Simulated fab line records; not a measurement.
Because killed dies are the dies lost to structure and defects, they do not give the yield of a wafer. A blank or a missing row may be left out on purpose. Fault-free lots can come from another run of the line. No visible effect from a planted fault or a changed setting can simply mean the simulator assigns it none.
fab line records	flow gf180mcu
record: lots: 24	wafers: 72	last_day: 34
route steps=602 shown V1@351 M2@365 V2@400 M3@414 V3@432
lots untouched by any fault: they come from a run of this same line in which no faults occurred
start_h: the number of hours between the record's first day and the start of the first shown wafer of the lot	wait_h: time in hours since the lot's previous step	" identical to the entry in the row above	L1.1+2: a row that stands for several wafers	- no value, or no start given	* or withheld: withheld	< > ~ a bound
route shown NAME@n: NAME is a module with steps in the file, n the number in the route of the first one	usual: mean/standard deviation of fault-free wafers	same: alike in all rows	chamber/n: place in a boat	sites: each site's reading	_std_site: how widely they spread, as a standard deviation	_edge_site: outer sites' mean less inner sites'	radius_mm: how far each site lies from the wafer's centre	mask NAME#n: copy n	behind: the most recent tool/chamber to have shaped the wafer	hold: reason for holding the lot/hours on hold/outcome of the hold	device: which transistor (n, p or np) failed to switch	end of line: at the end of the route, the tests of the same wafers	a step without rows: its recipe alone	killed: not the wafer's yield, but the dies lost to structure and defects at the first sort	map: a wafer's dies, x killed, . not, _ none there
set.NAME: the setting the step ran with; set.NAME@STEP: the setting that earlier step ran with	model.NAME: the simulator's own value behind a step, which no gauge read
the route's steps for a sample of lots (tables are steps, rows are wafers)
services: a tool's chamber out of use, with start hour (start_h, from the record's first day; less than 0 if before it), hours out, and reason
== steps ==
step: GF_V1_ETCH_16
recipe: chemistry: N2/H2	target_depth_a: withheld	overetch_a: withheld	time_s: withheld	target: BARC	ion_energy_ev: 200	source_w: 500	bias_w: 100	pressure_mtorr: 30	n2_flow_sccm: 100	h2_flow_sccm: 200
usual: drypump_motor_current_A: 5.6/0.32	oes_product_au: 0.854/0.0043	throttle_valve_pct: 13.225/0.0091
lot.wafer	tool	chamber	start_h	wait_h	drypump_motor_current_A	oes_product_au	throttle_valve_pct
L074.3	rie_diel-04	3	409.33	0.0	5.8	0.855	13.226
L074.4	"	0	"	"	5.7	0.856	13.233
L074.6	"	3	"	"	5.8	0.851	13.224
L075.3	rie_diel-03	3	421.36	0.0	5.3	0.862	13.228
L075.4	"	3	"	"	5.3	0.848	13.226
L075.5	"	1	"	"	5.4	0.856	13.214
L076.1	rie_diel-03	3	428.71	0.0	5.3	0.854	13.221
L076.3	"	1	"	"	5.4	0.859	13.218
L076.4	"	2	"	"	5.7	0.850	13.232
L077.1	rie_diel-03	2	438.51	0.0	5.6	0.845	13.227
L077.3	"	1	"	"	5.4	0.859	13.218
L077.6	"	0	"	"	6.0	0.856	13.219
L078.2	rie_diel-01	1	460.06	0.0	5.2	0.857	13.226
L078.3	"	0	"	"	5.9	0.856	13.213
L078.4	"	3	"	"	5.9	0.858	13.225
L079.3	rie_diel-04	0	466.73	0.0	5.7	0.854	13.225
L079.5	"	3	"	"	5.8	0.847	13.196
L079.6	"	2	"	"	5.5	0.857	13.222
L080.1	rie_diel-01	2	479.16	0.0	5.8	0.860	13.233
L080.2	"	3	"	"	5.9	0.854	13.216
L080.3	"	1	"	"	5.3	0.856	13.230
L081.3	rie_diel-01	2	485.66	0.0	5.8	0.859	13.225
L081.4	"	3	"	"	5.9	0.854	13.232
L081.6	"	3	"	"	5.9	0.846	13.235
L082.1	rie_diel-01	2	489.51	0.0	5.7	0.852	13.211
L082.2	"	3	"	"	5.9	0.850	13.235
L082.3	"	1	"	"	5.3	0.853	13.228
L083.3	rie_diel-03	2	497.31	0.0	5.7	0.853	13.209
L083.5	"	1	"	"	5.4	0.848	13.238
L083.6	"	0	"	"	6.1	0.852	13.222
L084.4	rie_diel-01	1	503.43	0.0	5.2	0.856	13.222
L084.5	"	2	"	"	5.7	0.856	13.232
L084.6	"	1	"	"	5.2	0.852	13.233
L085.1	rie_diel-01	3	517.41	0.0	5.9	0.861	13.238
L085.4	"	1	"	"	5.3	0.858	13.219
L085.6	"	1	"	"	5.3	0.850	13.229
L086.1	rie_diel-03	3	523.16	0.0	5.3	0.862	13.232
L086.4	"	0	"	"	6.1	0.855	13.226
L086.5	"	0	"	"	6.0	0.852	13.240
L087.2	rie_diel-04	1	529.61	0.0	4.8	0.857	13.239
L087.3	"	3	"	"	5.8	0.862	13.237
L087.6	"	1	"	"	4.8	0.858	13.220
L088.3	rie_diel-01	3	543.96	0.0	5.9	0.846	13.234
L088.4	"	1	"	"	5.2	0.859	13.219
L088.6	"	2	"	"	5.8	0.862	13.225
L089.2	rie_diel-01	1	556.31	0.0	5.3	0.854	13.221
L089.5	"	0	"	"	5.9	0.862	13.233
L089.6	"	1	"	"	5.3	0.860	13.215
L090.1	rie_diel-04	1	557.61	0.0	4.8	0.854	13.221
L090.2	"	2	"	"	5.5	0.857	13.214
L090.5	"	3	"	"	5.8	0.855	13.215
L091.4	rie_diel-03	0	563.78	0.0	6.0	0.854	13.222
L091.5	"	3	"	"	5.3	0.854	13.233
L091.6	"	2	"	"	5.7	0.863	13.219
L092.1	rie_diel-04	3	570.41	0.0	5.8	0.844	13.239
L092.2	"	0	"	"	5.8	0.857	13.210
L092.5	"	2	"	"	5.5	0.852	13.218
L093.3	rie_diel-03	2	579.23	0.0	5.6	0.845	13.216
L093.4	"	0	"	"	6.0	0.854	13.232
L093.6	"	2	"	"	5.7	0.863	13.226
L094.3	rie_diel-01	1	583.86	0.0	5.3	0.858	13.220
L094.4	"	3	"	"	5.9	0.858	13.216
L094.5	"	2	"	"	5.7	0.860	13.222
L095.2	rie_diel-04	1	589.36	0.0	4.8	0.861	13.217
L095.3	"	2	"	"	5.5	0.856	13.220
L095.4	"	3	"	"	5.8	0.849	13.219
L096.2	rie_diel-01	2	594.36	0.0	5.7	0.852	13.238
L096.3	"	1	"	"	5.2	0.855	13.237
L096.4	"	0	"	"	6.0	0.851	13.216
L097.1	rie_diel-01	0	602.09	0.0	6.0	0.856	13.225
L097.2	"	1	"	"	5.3	0.855	13.237
L097.6	"	0	"	"	6.0	0.855	13.230
step: GF_M2_SPUTTER_03
recipe: material: Ti	target_thk_nm: 10	substrate_temp_c: 300	chamber_pressure_pa: 0.3	power_w: 3000	time_s: 6.7
usual: substrate_temp_c: 300.02/0.17	throttle_valve_pct: 30.1/0.89
lot.wafer	tool	chamber	start_h	wait_h	substrate_temp_c	throttle_valve_pct
L074.3	pvd_sputter-04	-	410.86	0.0	300.09	30.8
L074.4	"	-	"	"	299.98	31.9
L074.6	"	-	"	"	300.05	30.7
L075.3	pvd_sputter-04	-	422.91	0.0	299.91	29.7
L075.4	"	-	"	"	299.69	29.5
L075.5	"	-	"	"	300.17	31.7
L076.1	pvd_sputter-03	-	430.26	0.0	299.60	30.6
L076.3	"	-	"	"	300.10	30.7
L076.4	"	-	"	"	300.19	29.7
L077.1	pvd_sputter-03	-	440.03	0.0	299.65	30.5
L077.3	"	-	"	"	300.18	28.7
L077.6	"	-	"	"	300.07	30.8
L078.2	pvd_sputter-02	-	461.61	0.0	299.75	31.4
L078.3	"	-	"	"	300.19	28.9
L078.4	"	-	"	"	299.91	29.7
L079.3	pvd_sputter-03	-	468.26	0.0	300.05	30.7
L079.5	"	-	"	"	300.01	29.6
L079.6	"	-	"	"	299.94	30.9
L080.1	pvd_sputter-04	-	480.68	0.0	300.24	31.7
L080.2	"	-	"	"	300.25	30.8
L080.3	"	-	"	"	299.86	29.4
L081.3	pvd_sputter-03	-	487.17	0.0	299.69	30.5
L081.4	"	-	"	"	300.22	30.6
L081.6	"	-	"	"	300.25	29.0
L082.1	pvd_sputter-02	-	491.03	0.0	300.20	30.7
L082.2	"	-	"	"	299.80	29.7
L082.3	"	-	"	"	300.00	29.1
L083.3	pvd_sputter-03	-	498.86	0.0	300.01	28.8
L083.5	"	-	"	"	299.83	29.0
L083.6	"	-	"	"	300.31	30.6
L084.4	pvd_sputter-04	-	504.96	0.0	299.81	31.9
L084.5	"	-	"	"	300.15	29.7
L084.6	"	-	"	"	300.00	31.8
L085.1	pvd_sputter-03	-	518.96	0.0	299.85	28.8
L085.4	"	-	"	"	299.93	29.5
L085.6	"	-	"	"	300.07	30.5
L086.1	pvd_sputter-04	-	524.68	0.0	299.87	30.8
L086.4	"	-	"	"	300.17	31.5
L086.5	"	-	"	"	300.05	29.6
L087.2	pvd_sputter-04	-	531.12	0.0	299.82	31.6
L087.3	"	-	"	"	300.26	30.6
L087.6	"	-	"	"	300.08	29.7
L088.3	pvd_sputter-02	-	545.50	0.0	300.20	30.7
L088.4	"	-	"	"	299.80	29.9
L088.6	"	-	"	"	300.35	29.4
L089.2	pvd_sputter-03	-	558.04	0.0	300.08	30.7
L089.5	"	-	"	"	299.98	29.0
L089.6	"	-	"	"	299.76	30.5
L090.1	pvd_sputter-02	-	559.12	0.0	299.99	28.9
L090.2	"	-	"	"	299.92	29.7
L090.5	"	-	"	"	300.17	29.5
L091.4	pvd_sputter-02	-	565.29	0.0	300.02	29.0
L091.5	"	-	"	"	299.88	29.5
L091.6	"	-	"	"	299.94	31.0
L092.1	pvd_sputter-02	-	571.99	0.0	300.32	29.0
L092.2	"	-	"	"	299.85	29.7
L092.5	"	-	"	"	300.05	29.6
L093.3	pvd_sputter-04	-	580.89	0.0	300.09	31.0
L093.4	"	-	"	"	300.06	29.4
L093.6	"	-	"	"	299.96	31.7
L094.3	pvd_sputter-02	-	585.55	0.0	300.23	30.7
L094.4	"	-	"	"	300.27	29.5
L094.5	"	-	"	"	300.05	29.4
L095.2	pvd_sputter-04	-	590.89	0.0	300.18	29.6
L095.3	"	-	"	"	299.99	31.8
L095.4	"	-	"	"	300.14	29.5
L096.2	pvd_sputter-04	-	597.07	0.0	300.18	31.7
L096.3	"	-	"	"	300.03	30.7
L096.4	"	-	"	"	299.83	29.3
L097.1	pvd_sputter-02	-	603.72	0.0	300.16	31.0
L097.2	"	-	"	"	299.92	28.5
L097.6	"	-	"	"	300.04	31.0
step: GF_M2_SPUTTER_04
recipe: material: TiN	target_thk_nm: 50	power_w: 6500	time_s: 41.7	chamber_pressure_pa: 0.4
usual: throttle_valve_pct: 30.1/0.9
lot.wafer	tool	chamber	start_h	wait_h	throttle_valve_pct
L074.3	pvd_sputter-04	-	410.88	0.0	30.6
L074.4	"	-	"	"	31.7
L074.6	"	-	"	"	31.0
L075.3	pvd_sputter-04	-	422.93	0.0	29.5
L075.4	"	-	"	"	29.4
L075.5	"	-	"	"	31.9
L076.1	pvd_sputter-03	-	430.28	0.0	30.8
L076.3	"	-	"	"	30.6
L076.4	"	-	"	"	29.4
L077.1	pvd_sputter-03	-	440.05	0.0	30.5
L077.3	"	-	"	"	28.8
L077.6	"	-	"	"	30.7
L078.2	pvd_sputter-02	-	461.63	0.0	30.7
L078.3	"	-	"	"	29.0
L078.4	"	-	"	"	29.4
L079.3	pvd_sputter-03	-	468.28	0.0	30.6
L079.5	"	-	"	"	29.6
L079.6	"	-	"	"	30.8
L080.1	pvd_sputter-04	-	480.70	0.0	32.0
L080.2	"	-	"	"	30.8
L080.3	"	-	"	"	29.4
L081.3	pvd_sputter-03	-	487.19	0.0	30.6
L081.4	"	-	"	"	31.0
L081.6	"	-	"	"	29.0
L082.1	pvd_sputter-02	-	491.05	0.0	31.0
L082.2	"	-	"	"	29.5
L082.3	"	-	"	"	28.8
L083.3	pvd_sputter-03	-	498.88	0.0	28.8
L083.5	"	-	"	"	29.0
L083.6	"	-	"	"	30.6
L084.4	pvd_sputter-04	-	504.98	0.0	31.9
L084.5	"	-	"	"	29.3
L084.6	"	-	"	"	31.7
L085.1	pvd_sputter-03	-	518.98	0.0	28.9
L085.4	"	-	"	"	29.6
L085.6	"	-	"	"	30.8
L086.1	pvd_sputter-04	-	524.70	0.0	30.6
L086.4	"	-	"	"	31.9
L086.5	"	-	"	"	29.6
L087.2	pvd_sputter-04	-	531.14	0.0	31.5
L087.3	"	-	"	"	30.7
L087.6	"	-	"	"	29.5
L088.3	pvd_sputter-02	-	545.52	0.0	30.6
L088.4	"	-	"	"	29.6
L088.6	"	-	"	"	29.7
L089.2	pvd_sputter-03	-	558.06	0.0	30.8
L089.5	"	-	"	"	28.7
L089.6	"	-	"	"	30.4
L090.1	pvd_sputter-02	-	559.14	0.0	29.1
L090.2	"	-	"	"	29.4
L090.5	"	-	"	"	29.5
L091.4	pvd_sputter-02	-	565.32	0.0	29.0
L091.5	"	-	"	"	29.5
L091.6	"	-	"	"	30.8
L092.1	pvd_sputter-02	-	572.01	0.0	28.9
L092.2	"	-	"	"	29.5
L092.5	"	-	"	"	29.7
L093.3	pvd_sputter-04	-	580.91	0.0	30.9
L093.4	"	-	"	"	29.6
L093.6	"	-	"	"	31.8
L094.3	pvd_sputter-02	-	585.57	0.0	30.8
L094.4	"	-	"	"	29.6
L094.5	"	-	"	"	29.5
L095.2	pvd_sputter-04	-	590.91	0.0	29.8
L095.3	"	-	"	"	31.8
L095.4	"	-	"	"	29.6
L096.2	pvd_sputter-04	-	597.09	0.0	31.7
L096.3	"	-	"	"	30.9
L096.4	"	-	"	"	29.5
L097.1	pvd_sputter-02	-	603.75	0.0	30.7
L097.2	"	-	"	"	29.0
L097.6	"	-	"	"	30.9
step: GF_V2_STRIP_18
recipe: chemistry: O2/N2	power_w: 1400	pressure_mtorr: 1500	platen_temp_c: 250	o2_flow_sccm: 3000	n2_flow_sccm: 300	overash_fraction: 0.5
usual: drypump_motor_current_A: 5.6/0.39	heater_power_w: 329/24	oes_product_au: 0.594/0.0049
lot.wafer	tool	chamber	start_h	wait_h	drypump_motor_current_A	heater_power_w	oes_product_au	rf_hours_counter_h
L074.3	plasma_asher-01	1	459.93	-	6.1	303	0.590	-
L074.4	"	0	"	"	5.3	347	0.597	-
L074.6	"	1	"	"	6.1	291	0.599	-
L075.3	plasma_asher-01	1	472.19	-	6.1	286	0.599	-
L075.4	"	0	"	"	5.4	345	0.591	-
L075.5	"	0	"	"	5.4	353	0.594	-
L076.1	plasma_asher-02	1	480.79	-	6.0	355	0.592	37
L076.3	"	1	"	"	6.0	352	0.592	-
L076.4	"	0	"	"	5.6	305	0.589	-
L077.1	plasma_asher-02	0	489.87	-	5.6	309	0.599	38
L077.3	"	0	"	"	5.5	319	0.595	-
L077.6	"	1	"	"	6.0	354	0.594	-
L078.2	plasma_asher-01	1	510.96	-	6.1	292	0.585	7
L078.3	"	1	"	"	6.1	291	0.593	-
L078.4	"	0	"	"	5.4	349	0.590	-
L079.3	plasma_asher-04	1	516.56	-	5.4	350	0.600	-
L079.5	"	1	"	"	5.4	351	0.599	-
L079.6	"	0	"	"	4.9	327	0.585	-
L080.1	plasma_asher-02	0	529.26	-	5.5	314	0.594	43
L080.2	"	1	"	"	6.0	342	0.590	43
L080.3	"	0	"	"	5.5	309	0.602	-
L081.3	plasma_asher-04	0	537.63	-	5.0	326	0.597	-
L081.4	"	1	"	"	5.4	349	0.595	-
L081.6	"	1	"	"	5.4	343	0.591	-
L082.1	plasma_asher-01	0	539.14	-	5.3	346	0.595	10
L082.2	"	1	"	"	6.1	293	0.590	10
L082.3	"	1	"	"	6.1	292	0.586	-
L083.3	plasma_asher-01	0	546.89	-	5.3	354	0.599	-
L083.5	"	0	"	"	5.4	346	0.595	-
L083.6	"	1	"	"	6.1	290	0.583	-
L084.4	plasma_asher-02	1	554.52	-	6.0	348	0.607	-
L084.5	"	0	"	"	5.6	311	0.592	-
L084.6	"	1	"	"	6.0	356	0.591	-
L085.1	plasma_asher-01	1	565.99	-	6.1	293	0.598	12
L085.4	"	1	"	"	6.1	286	0.592	-
L085.6	"	1	"	"	6.1	293	0.596	-
L086.1	plasma_asher-01	0	572.61	-	5.3	352	0.584	13
L086.4	"	1	"	"	6.1	295	0.590	-
L086.5	"	1	"	"	6.1	288	0.591	-
L087.2	plasma_asher-02	0	578.41	-	5.5	307	0.598	48
L087.3	"	1	"	"	6.0	354	0.599	-
L087.6	"	0	"	"	5.5	310	0.597	-
L088.3	plasma_asher-04	0	590.17	-	4.9	330	0.591	-
L088.4	"	1	"	"	5.4	341	0.594	-
L088.6	"	0	"	"	4.9	324	0.597	-
L089.2	plasma_asher-02	1	603.77	-	6.0	348	0.596	50
L089.5	"	1	"	"	6.0	353	0.598	-
L089.6	"	0	"	"	5.5	315	0.588	-
L090.1	plasma_asher-04	1	604.12	-	5.4	350	0.591	83
L090.2	"	0	"	"	5.0	324	0.589	83
L090.5	"	1	"	"	5.4	346	0.580	-
L091.4	plasma_asher-04	1	609.87	-	5.4	339	0.598	-
L091.5	"	0	"	"	5.0	337	0.606	-
L091.6	"	1	"	"	5.4	353	0.593	-
L092.1	plasma_asher-04	1	615.76	-	5.4	355	0.592	84
L092.2	"	0	"	"	4.9	325	0.605	84
L092.5	"	0	"	"	5.0	330	0.592	-
L093.3	plasma_asher-01	1	624.47	-	6.1	286	0.598	-
L093.4	"	0	"	"	5.3	352	0.591	-
L093.6	"	1	"	"	6.1	288	0.589	-
L094.3	plasma_asher-02	1	628.32	-	6.0	355	0.590	-
L094.4	"	0	"	"	5.6	317	0.586	-
L094.5	"	0	"	"	5.6	311	0.593	-
L095.2	plasma_asher-02	0	634.64	-	5.6	304	0.593	54
L095.3	"	0	"	"	5.6	314	0.589	-
L095.4	"	1	"	"	6.0	352	0.604	-
L096.2	plasma_asher-04	1	639.40	-	5.4	351	0.593	87
L096.3	"	0	"	"	5.0	321	0.597	-
L096.4	"	1	"	"	5.4	351	0.597	-
L097.1	plasma_asher-01	1	646.19	-	6.1	280	0.590	20
L097.2	"	0	"	"	5.3	341	0.600	20
L097.6	"	0	"	"	5.3	347	0.589	-
step: GF_M3_RS_MEAS_05
recipe: thk_meas_gauge: four-point-probe	reads: TiN_of_M3_SPUTTER_04+Ti_of_M3_SPUTTER_03+AlCu_of_M3_SPUTTER_02+TiN_of_M3_SPUTTER_01+Ti_of_M3_SPUTTER_00
usual: M3_ALCU_RS: 0.0695/0.00087
lot.wafer	tool	chamber	start_h	wait_h	M3_ALCU_RS[ohm/sq]
L074.3	film_metro-03	-	461.41	0.1	0.0691
L074.4	"	-	"	"	0.0685
L074.6	"	-	"	"	0.0689
L075.3	film_metro-02	-	473.65	0.1	0.0690
L075.4	"	-	"	"	0.0700
L075.5	"	-	"	"	0.0687
L076.1	film_metro-02	-	482.27	0.0	0.0679
L076.3	"	-	"	"	0.0689
L076.4	"	-	"	"	0.0699
L077.1	film_metro-02	-	491.39	0.0	0.0691
L077.3	"	-	"	"	0.0692
L077.6	"	-	"	"	0.0696
L078.2	film_metro-03	-	512.45	0.0	0.0681
L078.3	"	-	"	"	0.0685
L078.4	"	-	"	"	0.0702
L079.3	film_metro-01	-	518.37	0.1	0.0689
L079.5	"	-	"	"	0.0691
L079.6	"	-	"	"	0.0686
L080.1	film_metro-02	-	530.80	0.0	0.0699
L080.2	"	-	"	"	0.0694
L080.3	"	-	"	"	0.0690
L081.3	film_metro-03	-	539.51	0.1	0.0689
L081.4	"	-	"	"	0.0696
L081.6	"	-	"	"	0.0691
L082.1	film_metro-02	-	540.60	0.0	0.0699
L082.2	"	-	"	"	0.0679
L082.3	"	-	"	"	0.0692
L083.3	film_metro-03	-	548.35	0.1	0.0701
L083.5	"	-	"	"	0.0702
L083.6	"	-	"	"	0.0697
L084.4	film_metro-03	-	556.15	0.1	0.0706
L084.5	"	-	"	"	0.0685
L084.6	"	-	"	"	0.0697
L085.1	film_metro-02	-	567.58	0.0	0.0707
L085.4	"	-	"	"	0.0707
L085.6	"	-	"	"	0.0716
L086.1	film_metro-02	-	574.06	0.0	0.0705
L086.4	"	-	"	"	0.0701
L086.5	"	-	"	"	0.0711
L087.2	film_metro-03	-	579.91	0.0	0.0704
L087.3	"	-	"	"	0.0698
L087.6	"	-	"	"	0.0697
L088.3	film_metro-02	-	591.62	0.1	0.0689
L088.4	"	-	"	"	0.0694
L088.6	"	-	"	"	0.0692
L089.2	film_metro-03	-	605.48	0.0	0.0680
L089.5	"	-	"	"	0.0697
L089.6	"	-	"	"	0.0684
L090.1	film_metro-01	-	606.06	0.0	0.0707
L090.2	"	-	"	"	0.0707
L090.5	"	-	"	"	0.0712
L091.4	film_metro-01	-	611.35	0.1	0.0689
L091.5	"	-	"	"	0.0705
L091.6	"	-	"	"	0.0691
L092.1	film_metro-01	-	617.67	0.0	0.0698
L092.2	"	-	"	"	0.0679
L092.5	"	-	"	"	0.0684
L093.3	film_metro-01	-	626.04	0.1	0.0693
L093.4	"	-	"	"	0.0686
L093.6	"	-	"	"	0.0687
L094.3	film_metro-01	-	629.77	0.1	0.0717
L094.4	"	-	"	"	0.0705
L094.5	"	-	"	"	0.0710
L095.2	film_metro-02	-	636.15	0.0	0.0698
L095.3	"	-	"	"	0.0697
L095.4	"	-	"	"	0.0694
L096.2	film_metro-03	-	640.87	0.0	0.0684
L096.3	"	-	"	"	0.0679
L096.4	"	-	"	"	0.0681
L097.1	film_metro-03	-	647.65	0.0	0.0682
L097.2	"	-	"	"	0.0685
L097.6	"	-	"	"	0.0684
step: GF_V3_THK_MEAS_03
recipe: reads: SiO2_of_V3_CVD_02
usual: V3_CVD_02_THK: 854/12
lot.wafer	tool	chamber	start_h	wait_h	V3_CVD_02_THK[nm]
L074.3	film_metro-02	-	485.78	0.1	862
L074.4	"	-	"	"	859
L074.6	"	-	"	"	857
L075.3	film_metro-02	-	498.74	0.1	837
L075.4	"	-	"	"	880
L075.5	"	-	"	"	847
L076.1	film_metro-04	-	507.29	0.1	841
L076.3	"	-	"	"	867
L076.4	"	-	"	"	852
L077.1	film_metro-01	-	516.33	0.1	843
L077.3	"	-	"	"	870
L077.6	"	-	"	"	854
L078.2	film_metro-01	-	536.58	0.0	852
L078.3	"	-	"	"	852
L078.4	"	-	"	"	862
L079.3	film_metro-01	-	542.15	0.1	825
L079.5	"	-	"	"	853
L079.6	"	-	"	"	857
L080.1	film_metro-04	-	557.44	0.0	838
L080.2	"	-	"	"	839
L080.3	"	-	"	"	857
L081.3	film_metro-01	-	563.11	0.1	833
L081.4	"	-	"	"	852
L081.6	"	-	"	"	845
L082.1	film_metro-01	-	564.48	0.0	855
L082.2	"	-	"	"	860
L082.3	"	-	"	"	844
L083.3	film_metro-02	-	571.94	0.1	862
L083.5	"	-	"	"	857
L083.6	"	-	"	"	854
L084.4	film_metro-02	-	578.10	0.0	879
L084.5	"	-	"	"	883
L084.6	"	-	"	"	881
L085.1	film_metro-04	-	590.41	0.0	838
L085.4	"	-	"	"	856
L085.6	"	-	"	"	848
L086.1	film_metro-02	-	596.17	0.0	842
L086.4	"	-	"	"	864
L086.5	"	-	"	"	849
L087.2	film_metro-04	-	601.29	0.0	859
L087.3	"	-	"	"	858
L087.6	"	-	"	"	871
L088.3	film_metro-04	-	613.92	0.1	854
L088.4	"	-	"	"	859
L088.6	"	-	"	"	865
L089.2	film_metro-04	-	626.79	0.0	863
L089.5	"	-	"	"	871
L089.6	"	-	"	"	861
L090.1	film_metro-02	-	627.16	0.1	853
L090.2	"	-	"	"	839
L090.5	"	-	"	"	857
L091.4	film_metro-04	-	631.83	0.0	851
L091.5	"	-	"	"	843
L091.6	"	-	"	"	844
L092.1	film_metro-04	-	639.14	0.0	835
L092.2	"	-	"	"	857
L092.5	"	-	"	"	853
L093.3	film_metro-04	-	647.66	0.1	850
L093.4	"	-	"	"	871
L093.6	"	-	"	"	864
L094.3	film_metro-02	-	650.13	0.1	844
L094.4	"	-	"	"	862
L094.5	"	-	"	"	872
L095.2	film_metro-04	-	656.93	0.0	846
L095.3	"	-	"	"	854
L095.4	"	-	"	"	872
L096.2	film_metro-02	-	662.16	0.0	858
L096.3	"	-	"	"	844
L096.4	"	-	"	"	855
L097.1	film_metro-01	-	667.28	0.0	836
L097.2	"	-	"	"	841
L097.6	"	-	"	"	853
== services ==
tool	chamber	start_h	hours	kind
pvd_sputter-03	-	388.63	5.8	repair
rie_diel-01	1	406.14	10.1	repair
plasma_asher-04	-	406.97	2.8	pm
rie_diel-01	-	415.85	2.8	pm
plasma_asher-01	-	421.25	9.0	pm
rie_diel-03	0	421.29	8.3	repair
pvd_sputter-03	-	426.83	0.5	repair
rie_diel-03	3	429.80	70.1	repair
pvd_sputter-04	-	431.09	1.8	repair
plasma_asher-04	-	437.62	4.6	repair
rie_diel-01	1	443.51	5.6	repair
rie_diel-01	3	448.27	5.2	repair
rie_diel-03	2	455.40	10.7	repair
rie_diel-03	1	465.68	6.6	repair
plasma_asher-01	-	480.20	14.6	pm
pvd_sputter-02	-	497.27	4.7	repair
plasma_asher-01	-	499.75	2.3	repair
pvd_sputter-03	-	524.32	4.7	repair
rie_diel-03	3	528.27	15.3	repair
rie_diel-03	-	531.05	2.8	pm
rie_diel-01	1	589.00	1.5	repair
plasma_asher-02	-	595.11	6.0	repair
pvd_sputter-02	-	617.38	1.4	repair
plasma_asher-02	-	621.06	0.6	repair
== key ==
fault none
